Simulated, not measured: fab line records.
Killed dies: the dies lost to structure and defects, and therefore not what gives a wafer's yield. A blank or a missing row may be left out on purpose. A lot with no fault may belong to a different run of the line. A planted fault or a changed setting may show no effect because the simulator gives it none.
Struck lot and sound lot, side by side | flow sky130 | 15 out of 708 route steps
Sound: wafers L301.1, L301.2, L301.3. Wafers L308.2, L308.3, L308.4 were the ones struck. The cause is named last.
Order at every step that has rows: each side's tool, ch and its chambers, its first start. Under that, the readings that differ: sound wafers | struck wafers | difference of the means | sigmas: that difference in standard deviations of wafers without a fault.
alike: words and numbers the same on both sides, and readings whose means are apart by under 2 such deviations; not compared: readings that were withheld, readings missing a value for some wafer, numbers with overlapping values and no deviation given by the record, and bounds like >300 which may hide the same value.
The two part at a step that has a row with sigmas, a row that says differs or no value, or rows on one side only. Numbers that don't overlap but have no deviation are shown without sigmas and don't part them. A reading missing from all wafers of one side parts the sides only when that side holds two or more wafers.

first, 5 steps without rows for these wafers: SKY_LDD_N_COAT_02 (resist thk 300 nm); SKY_LDD_N_SOFTBAKE_03 (time 60 s); SKY_LDD_N_EXPOSE_04 (exposes mask NTM, target cd 840 nm); SKY_LDD_N_PEB_05; SKY_LDD_N_DEVELOP_06 (develop time 60 s).
SKY_LDD_N_OVL_MEAS_07:
  sound: overlay-01 at day 18 06:58; struck: overlay-02 at day 21 09:44
  alike: LDD_N_OVL
then, 6 steps without rows for these wafers: SKY_LDD_N_IMPLANT_08; SKY_LDD_N_IMPLANT_09; SKY_LDD_N_IMPLANT_10; SKY_LDD_N_IMPLANT_11; SKY_LDD_N_IMPLANT_12; SKY_LDD_N_IMPLANT_13.
SKY_LDD_N_IMPLANT_14:
  sound on implanter-02 ch 0, day 18 07:55; struck on implanter-02 ch 0, day 21 10:41
  reading                   | sound                | struck               | difference | sigmas
  beam energy keV           | 50.000 50.010 50.018 | 49.026 49.018 49.049 | -0.978     | -61
  model.implant.drp nm (nm) | 18.83 18.83 18.83    | 18.56 18.56 18.56    | -0.27      |
then, 1 step without rows for these wafers: SKY_LDD_N_IMPLANT_15.
-- here the record skips 27 days between the struck wafers' starts before and after, leaving off in module LDD_N and picking up in module PAD_OPEN (first step shown: number 708 of the route) --
SKY_PAD_OPEN_PROBE_99:
  rows exist in the record for the struck wafers here (prober-02, day 48 09:45), but not for the sound ones

WHERE THEY PART
Last at SKY_PAD_OPEN_PROBE_99 as far as this record goes, first at SKY_LDD_N_IMPLANT_14.

WHY: what the simulator had put in
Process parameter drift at SKY_LDD_N_IMPLANT_14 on implanter-02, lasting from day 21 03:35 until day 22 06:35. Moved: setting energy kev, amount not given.
